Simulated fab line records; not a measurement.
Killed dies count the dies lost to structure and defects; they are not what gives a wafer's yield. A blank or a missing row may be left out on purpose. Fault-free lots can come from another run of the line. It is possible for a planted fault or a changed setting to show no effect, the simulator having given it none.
Commonality check across tools | flow gf180mcu | 42 wafers sampled across 14 lots

REASON FOR OPENING
GF_VT_IMPLANT_TW_MEAS_43, reading VT_IMPLANT_4_TW: flagged on 2 of 14 lots. Wafers without a fault read 687, standard deviation 5.1.
Rule: a lot gets a flag if all its wafers with a number sit over 4 standard deviations from that mean, or if no wafer of it has a number. All remaining lots are regarded as sound.

lot  | measured     | on           | VT_IMPLANT_4_TW, wafer by wafer | flag
L493 | day 7 11:40  | filmMetro-01 | 693 689 690                     | 
L495 | day 8 02:10  | filmMetro-01 | 696 695 692                     | 
L496 | day 8 07:43  | filmMetro-02 | 687 689 688                     | 
L497 | day 8 15:01  | filmMetro-04 | 683 681 677                     | 
L498 | day 8 21:40  | filmMetro-04 | 681 681 679                     | 
L499 | day 9 03:55  | filmMetro-04 | 691 687 686                     | 
L501 | day 9 17:50  | filmMetro-01 | 692 694 692                     | 
L502 | day 10 03:13 | filmMetro-04 | 683 683 683                     | 
L510 | day 12 07:52 | filmMetro-02 | 1136 1141 1139                  | FLAGGED
L512 | day 12 21:34 | filmMetro-04 | 1131 1129 1134                  | FLAGGED
L513 | day 13 05:25 | filmMetro-02 | 690 687 684                     | 
L514 | day 13 11:16 | filmMetro-01 | 700 701 702                     | 
L515 | day 13 18:46 | filmMetro-04 | 685 686 688                     | 
L516 | day 13 22:01 | filmMetro-02 | 685 687 681                     | 
The mean of the flagged lots' numbers is 1135, +448 from the usual (+88 standard deviations).

LOT BY LOT: THE TOOL USED
The record holds 1 process step before the reading, out of a route of 602 steps. Read each cell as the tool, then ch plus the chambers that the sampled wafers visited, then the start.
lot  | flag    | GF_VT_IMPLANT_IMPLANT_41
L493 |         | implanter-02 ch 0, day 7 11:25
L495 |         | implanter-02 ch 0, day 8 01:55
L496 |         | implanter-03 ch 0, day 8 07:28
L497 |         | implanter-03 ch 0, day 8 14:46
L498 |         | implanter-04 ch 0, day 8 21:26
L499 |         | implanter-04 ch 0, day 9 03:40
L501 |         | implanter-02 ch 0, day 9 17:38
L502 |         | implanter-04 ch 0, day 10 02:59
L510 | FLAGGED | implanter-03 ch 0, day 12 07:37
L512 | FLAGGED | implanter-03 ch 0, day 12 21:19
L513 |         | implanter-04 ch 0, day 13 05:11
L514 |         | implanter-02 ch 0, day 13 11:01
L515 |         | implanter-04 ch 0, day 13 18:32
L516 |         | implanter-02 ch 0, day 13 21:46
What the steps here do:
- GF_VT_IMPLANT_IMPLANT_41
- GF_VT_IMPLANT_TW_MEAS_43

FLAGGED OVER TOTAL, TOOL BY TOOL (the gauges that took the reading come last)
step                     | tool         | lots run | flagged | share of the flagged lots | sound lots run after its first flagged lot
GF_VT_IMPLANT_IMPLANT_41 | implanter-02 | 5        | 0       | none                      | -
GF_VT_IMPLANT_IMPLANT_41 | implanter-03 | 4        | 2       | all                       | 0
GF_VT_IMPLANT_IMPLANT_41 | implanter-04 | 5        | 0       | none                      | -
GF_VT_IMPLANT_TW_MEAS_43 | filmMetro-01 | 4        | 0       | none                      | -
GF_VT_IMPLANT_TW_MEAS_43 | filmMetro-02 | 4        | 1       | some                      | 2 (L513,L516)
GF_VT_IMPLANT_TW_MEAS_43 | filmMetro-04 | 6        | 1       | some                      | 1 (L515)

WHAT THE TABLE PERMITS
Rows of the table that ran each flagged lot: 1, that is implanter-03 at GF_VT_IMPLANT_IMPLANT_41.
- implanter-03 at GF_VT_IMPLANT_IMPLANT_41 ran 4 lots, 2 of them flagged. Last sound lot L497 at day 8 14:46, first flagged lot L510 at day 12 07:37; a fault beginning in between fits. Its own readings (doseIonsCm2, faradayCurrentUA) fall more than 4 standard deviations out on all wafers of the flagged lots.
Left over: one tool, implanter-03 at GF_VT_IMPLANT_IMPLANT_41.

WHAT WAS PUT IN BY THE SIMULATOR
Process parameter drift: implanter-03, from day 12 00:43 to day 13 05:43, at GF_VT_IMPLANT_IMPLANT_41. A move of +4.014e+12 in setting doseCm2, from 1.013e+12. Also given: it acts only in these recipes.
Shown lots that were struck: L510, L512. The rule above found the same.
